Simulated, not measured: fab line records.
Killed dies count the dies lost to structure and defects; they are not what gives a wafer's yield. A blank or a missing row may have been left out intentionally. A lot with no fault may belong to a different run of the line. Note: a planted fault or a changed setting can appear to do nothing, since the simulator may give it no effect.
What tool caused it? | flow gf180mcu | 39 wafers from 13 lots sampled at 4 of the route's 602 steps

== WHAT EACH GAUGE READ, for each wafer ==
GF_V5_OVL_MEAS_15.
lot  | measured     | on         | V5_OVL (nm)
L240 | day 27 02:10 | overlay-01 | -4 -3 -6
L241 | day 27 13:13 | overlay-01 | -11 1 0
L242 | day 27 16:37 | overlay-01 | -6 1 1
L243 | day 28 05:19 | overlay-01 | -3 -4 -5
L244 | day 28 11:46 | overlay-02 | -1 -5 -2
L245 | day 28 17:55 | overlay-02 | -8 -1 4
L246 | day 28 22:49 | overlay-01 | -3 -7 2
L247 | day 29 07:16 | overlay-02 | 4 1 1
L252 | day 30 21:19 | overlay-01 | -4 -4 -8
L255 | day 31 14:55 | overlay-02 | -9 -2 -4
L259 | day 32 17:46 | overlay-01 | -8 -6 -2
L260 | day 32 21:39 | overlay-01 | -10 -9 -2
L262 | day 33 07:10 | overlay-01 | -1 -3 0

GF_TOP_METAL_OVL_MEAS_15.
lot  | measured     | on         | TOP_METAL_OVL (nm)
L240 | day 27 23:43 | overlay-02 | -0.5 -1.5 0.3
L241 | day 28 10:21 | overlay-02 | -0.2 -1.3 -1.3
L242 | day 28 14:22 | overlay-02 | 0.2 -0.3 -0.1
L243 | day 29 02:27 | overlay-02 | 2.0 0.3 0.0
L244 | day 29 08:43 | overlay-02 | 0.4 -0.2 0.5
L245 | day 29 14:40 | overlay-02 | -0.2 -0.6 -1.1
L246 | day 29 19:33 | overlay-01 | -0.8 2.3 1.6
L247 | day 30 05:14 | overlay-02 | -0.3 1.4 -0.7
L252 | day 31 17:02 | overlay-02 | -0.5 -0.5 -0.2
L255 | day 32 08:58 | overlay-02 | -1.8 -2.2 -0.9
L259 | day 33 11:39 | overlay-02 | -0.7 0.2 -0.6
L260 | day 33 15:01 | overlay-01 | 2.5 2.8 2.6
L262 | day 34 00:01 | overlay-02 | 1.7 1.6 2.2

== TOOL THAT RAN EACH LOT (tool first, then ch and the chambers of the sampled wafers, then the start) ==
lot  | GF_V4_CMP_26                  | GF_V5_SPUTTER_21
L240 | cmp-01 ch 0,1,2, day 24 08:08 | pvd-sputter-03, day 27 02:53
L241 | cmp-01 ch 0,1,3, day 24 18:44 | pvd-sputter-01, day 27 13:56
L242 | cmp-01 ch 0,1,2, day 25 00:14 | pvd-sputter-01, day 27 17:20
L243 | cmp-02 ch 0,1,3, day 25 12:26 | pvd-sputter-01, day 28 06:22
L244 | cmp-01 ch 0,1,3, day 25 20:26 | pvd-sputter-01, day 28 12:35
L245 | cmp-01 ch 0,2, day 26 03:56   | pvd-sputter-01, day 28 18:43
L246 | cmp-01 ch 1,2, day 26 09:18   | pvd-sputter-03, day 28 23:34
L247 | cmp-02 ch 0,1,2, day 26 17:15 | pvd-sputter-04, day 29 09:26
L252 | cmp-02 ch 0,2,3, day 28 10:47 | pvd-sputter-04, day 30 22:03
L255 | cmp-02 ch 0,3, day 29 05:52   | pvd-sputter-03, day 31 15:40
L259 | cmp-01 ch 2,3, day 30 10:42   | pvd-sputter-04, day 32 18:29
L260 | cmp-01 ch 0,1,2, day 30 16:35 | pvd-sputter-01, day 32 22:24
L262 | cmp-01 ch 0,3, day 31 02:57   | pvd-sputter-04, day 33 07:53
- GF_V4_CMP_26: polishes, stops on SiO2, t overpolish 15 s, target thk 0 nm.
- GF_V5_SPUTTER_21: material Ti, target thk 15 nm, time 80.02 s.

== WHAT THE TOOLS THEMSELVES READ (means of the sampled wafers that have a number; where no wafer has one, the mark that the record gives instead) ==
GF_V4_CMP_26.
lot  | tool   | head-pressure-psi (psi) | motor-current-A (A) | overpolish-run-s (s) | time-to-endpoint-s (s)
L240 | cmp-01 | 3.501                   | 10.2                | 15.005               | 82
L241 | cmp-01 | 3.496                   | 10.6                | 14.999               | 81
L242 | cmp-01 | 3.500                   | 10.5                | 14.994               | 87
L243 | cmp-02 | 3.510                   | 10.9                | 15.002               | 82
L244 | cmp-01 | 3.500                   | 10.8                | 14.996               | 88
L245 | cmp-01 | 3.501                   | 11.6                | 14.999               | 86
L246 | cmp-01 | 3.504                   | 10.3                | 15.006               | 80
L247 | cmp-02 | 3.504                   | 11.4                | 14.996               | 82
L252 | cmp-02 | 3.502                   | 10.7                | 14.993               | 85
L255 | cmp-02 | 3.508                   | 11.5                | 15.001               | 84
L259 | cmp-01 | 3.513                   | 11.0                | 14.999               | 87
L260 | cmp-01 | 3.502                   | 10.5                | 14.995               | 80
L262 | cmp-01 | 3.501                   | 11.3                | 15.011               | 87

GF_V5_SPUTTER_21.
lot  | tool           | throttle-valve-pct (%)
L240 | pvd-sputter-03 | 30.7
L241 | pvd-sputter-01 | 30.6
L242 | pvd-sputter-01 | 30.1
L243 | pvd-sputter-01 | 30.0
L244 | pvd-sputter-01 | 30.7
L245 | pvd-sputter-01 | 30.5
L246 | pvd-sputter-03 | 30.2
L247 | pvd-sputter-04 | 30.6
L252 | pvd-sputter-04 | 29.9
L255 | pvd-sputter-03 | 31.2
L259 | pvd-sputter-04 | 29.2
L260 | pvd-sputter-01 | 30.6
L262 | pvd-sputter-04 | 30.7

== THE ANSWER, worked out from the rows above alone ==
Rule: the lots themselves supply what counts as usual. Put in order of their means at a reading, lots are off if they are a third of the lots or fewer, leave a main group of 4 or more, and stand apart from it by a gap of 3 or more times the standard deviation of the main group's means; of several such gaps the widest counts. The tables above print the reading to a certain number of digits; a main group whose means all agree to those digits is not used. Also off: a lot with no number at a reading for which 4 or more lots have one. All remaining lots with rows at the step are treated as sound. The gauges are gone through in route order, then the tools' own readings, and for those a lot's mean is taken as printed above. The first step at which some lot is off is used, and at that step the reading that is off furthest; a lot without a number counts as furthest.
Across all readings shown, no lot is off: no conclusion can be drawn from this.

== WHAT THE SIMULATOR HAD PUT IN ==
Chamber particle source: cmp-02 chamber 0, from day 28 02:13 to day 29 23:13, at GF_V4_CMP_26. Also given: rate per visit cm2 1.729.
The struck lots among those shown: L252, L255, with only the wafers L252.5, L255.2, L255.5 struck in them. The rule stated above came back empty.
